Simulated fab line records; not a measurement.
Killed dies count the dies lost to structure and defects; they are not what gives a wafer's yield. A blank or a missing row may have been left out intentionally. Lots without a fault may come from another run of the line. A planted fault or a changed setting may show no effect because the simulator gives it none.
Problem report in the 8D (eight disciplines) form, filled by code | flow sky130 | the parts of the form that need people (team, actions taken, sign-off) are left out

== 1. THE PROBLEM ==
CAPM_TIN_RS at SKY_CAPM_RS_MEAS_03 reads a mean of 6.42 ohm/sq on 1 wafer of 1 lot; wafers without a fault read 6.92 ohm/sq with a standard deviation of 0.081. That is -6.2 standard deviations from the usual mean.
The step: measures by four-point-probe.
Earliest sighting: wafer L342.4 on film metro-02 at day 41 18:44. The record has a number at this step for 30 wafers belonging to 10 lots. By rule, "out" or "out of limits" means more than 4 standard deviations away from the usual mean. The rest of the wafers with a number are treated as sound.

== 2. WHAT THIS IS AND IS NOT ==
question                    | is                | is not
which readings at this step | CAPM_TIN_RS       | -
which lots                  | L342              | L328, L329, L332, L333, L337, L339, L344, L348, L349
which wafers of those lots  | L342.4            | L342.1, L342.3
read on which gauges        | film metro-02     | film metro-01
when                        | from day 41 18:44 | up to then (20 sound wafers); but 9 sound wafers of L344, L348, L349 came after

== 3. THE SUSPECTS, EACH WITH WHAT RULES IT OUT ==
Counting: any tool at a process step up to the reading remains a suspect provided it ran every lot that is out. Sound lots after the first of them don't rule it out here, since some wafers of a struck lot are sound.
- the gauge at SKY_CAPM_RS_MEAS_03 has been ruled out. All the wafers that are out were read on film metro-02, but those of them that SKY_CAPM_METAL_ETCH_13 has rows for are out there too, on other tools.
- cmp-02 at SKY_CONTACT_CMP_27 (polishes, stops on SiO2, t overpolish 15 s, target thk 0 nm): kept. It ran the lot that is out, L342 (day 37 07:45); its last sound lot up to then is L339 (day 35 22:16).
- pvd sputter-01 at SKY_CAPM_SPUTTER_02 (material TiN, target thk 200 nm, time 166.7 s): kept. It ran the lot that is out, L342 (day 41 18:37); its last sound lot up to then is L339 (day 40 09:06).
- Within cmp-02 at SKY_CONTACT_CMP_27: the wafers that are out ran in chamber 1; their sound lot-mates ran in chambers 0, 2.
The count leaves pvd sputter-01 at SKY_CAPM_SPUTTER_02 and cmp-02 at SKY_CONTACT_CMP_27.

== 4. THE CAUSE (what the simulator had put in) ==
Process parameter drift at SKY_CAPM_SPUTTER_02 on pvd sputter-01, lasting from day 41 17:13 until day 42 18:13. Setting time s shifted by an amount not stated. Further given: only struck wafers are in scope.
Of the 2 suspects that counting leaves, this tool is one.

== 5. SEQUENCE OF EFFECTS, ordered by route ==
Rows list readings where the struck wafers' mean (over those with a number) sits beyond 3 standard deviations from the usual. Only readings whose record carries a usual standard deviation are examined. hours: median over the lots of the time between each lot's start at the first step of this table that gives one and its start at this step. sigmas: the change, counted in usual standard deviations.
hours | step                   | reading        | usual       | on struck wafers | change | sigmas
0     | SKY_CAPM_RS_MEAS_03    | CAPM_TIN_RS    | 6.92 ohm/sq | 6.42             | -0.50  | -6.2
0     | SKY_CAPM_THK_MEAS_04   | CAPM_TIN_THK   | 200.1 nm    | 213.6            | +13.5  | +5.4
23    | SKY_CAPM_METAL_ETCH_13 | oes product au | 0.941 a.u.  | 0.984            | +0.043 | +5.2
Process steps it contains:
- SKY_CAPM_METAL_ETCH_13: etches TiN in Cl2/BCl3, stops on SiO2, target depth 220 nm, time 62.9 s.
Later measuring or inspecting steps at which every struck wafer that the step has a row for has a number for every such reading, and none has moved that far: SKY_VIA3_CD_MEAS_12, SKY_VIA4_BOW_MEAS_03.

== 6. WHAT WOULD HAVE CAUGHT IT SOONER ==
2 hours passed between the start of the fault at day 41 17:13 and the first reading out of limits at a measuring or inspecting step in this record, taken at day 41 18:44.
An alarm limit of 4 standard deviations would not have fired on the tool readings at SKY_CAPM_SPUTTER_02 for which the record gives a usual standard deviation, since none of them was out on any struck wafer.
Each of the lots that are out, 1 in all, had begun SKY_CAPM_SPUTTER_02 on pvd sputter-01 no later than day 41 18:44. Tool hold at that time: it would have spared none of them.
